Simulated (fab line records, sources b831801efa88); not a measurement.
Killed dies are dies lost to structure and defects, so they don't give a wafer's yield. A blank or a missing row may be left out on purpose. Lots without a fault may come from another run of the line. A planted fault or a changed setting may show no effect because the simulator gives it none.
A struck lot beside a sound one | flow gf180mcu | 16 steps out of a route of 602
Sound: wafers L237.1, L237.2, L237.6. Struck: wafers L238.1, L238.3, L238.6. The cause comes at the end.
At each step with rows: each side's tool, then ch and its chambers, then its first start. Under that, the readings that differ: sound wafers | struck wafers | difference of the means | sigmas: that difference in standard deviations of wafers without a fault.
alike: readings whose means differ by less than 2 such deviations, and words and numbers that are the same on both sides. not compared: withheld readings, readings that some wafer has no value for, bounds like >300 that may hide the same value, and numbers for which the record gives no deviation and whose values overlap.
The two part at a step that has a row with sigmas, a row that says differs or no value, or rows on one side only. Numbers that don't overlap but have no deviation are shown without sigmas and don't part them. A reading that every wafer of one side lacks parts them only if that side has two wafers or more.

GF_POLY_GATE_ETCH_13: etches poly-Si in HBr/Cl2, stops on SiO2, target depth 198.5 nm, time 69.6 s.
  sound on rie_si-02 ch 1,2,3, day 9 18:11; struck on rie_si-02 ch 1,2, day 10 00:23
  reading                | sound                | struck               | difference | sigmas
  throttle_valve_pct (%) | 33.698 33.683 33.701 | 33.680 33.677 33.670 | -0.018     | -2
  alike: chamber_pressure_mTorr, drypump_motor_current_A, oes_product_au
  not compared: rf_hours_counter_h
GF_POLY_GATE_STRIP_14: strips in O2/N2.
  sound on plasma_asher-02 ch 0,1, day 9 18:14; struck on plasma_asher-01 ch 0,1, day 10 00:27
  alike: chamber_pressure_mTorr, drypump_motor_current_A, heater_power_w, oes_product_au
  not compared: rf_hours_counter_h
then, 2 steps without rows for these wafers: GF_POLY_GATE_CLEAN_15 (cleans in SC1/SC2, time 150 s); GF_POLY_GATE_OXIDATION_16 (stabilise 600 s, purge 300 s, target thk 4 nm).
GF_POLY_GATE_THK_MEAS_17:
  sound on film_metro-02, day 9 20:46; struck on film_metro-03, day 10 01:50
  alike: POLY_GATE_OXIDATION_THK
GF_POLY_GATE_CD_MEAS_18:
  sound on cd_sem-02, day 9 20:49; struck on cd_sem-01, day 10 01:54
  alike: cd_nm
then, 6 steps without rows for these wafers: GF_HV_LDD_DEHYDRATE_00 (time 60 s); GF_HV_LDD_HMDS_01 (prime time 60 s); GF_HV_LDD_COAT_02 (resist thk 1000 nm); GF_HV_LDD_SOFTBAKE_03 (time 60 s); GF_HV_LDD_EXPOSE_04 (exposes mask Nplus LV AREA, target cd 400 nm); GF_HV_LDD_PEB_05.
GF_HV_LDD_DEVELOP_06: develop time 60 s.
  sound on litho_track-03 ch 0, day 10 14:52; struck on litho_track-03 ch 0, day 10 20:16
GF_HV_LDD_CD_MEAS_07: target cd 400 nm.
  sound on cd_sem-02, day 10 15:01; struck on cd_sem-01, day 10 20:25
  reading    | sound             | struck            | difference | sigmas
  cd_nm (nm) | 402.2 404.0 401.1 | 440.0 440.6 440.3 | +37.9      | +16
GF_HV_LDD_OVL_MEAS_08:
  sound on overlay-02, day 10 15:08; struck on overlay-01, day 10 20:32
  alike: HV_LDD_OVL
-- the record jumps here: 19 days lie between the struck wafers' starts before and after (it left off in module HV_LDD and takes up again in module PASSIVATION, whose first step shown is number 602 of the route) --
GF_PASSIVATION_PROBE_99:
  the record has rows for the struck wafers here (prober-02, day 30 01:19) and none for the sound ones

WHERE THEY PART
First at GF_POLY_GATE_ETCH_13; last, within this record, at GF_PASSIVATION_PROBE_99.

WHY: what the simulator had put in
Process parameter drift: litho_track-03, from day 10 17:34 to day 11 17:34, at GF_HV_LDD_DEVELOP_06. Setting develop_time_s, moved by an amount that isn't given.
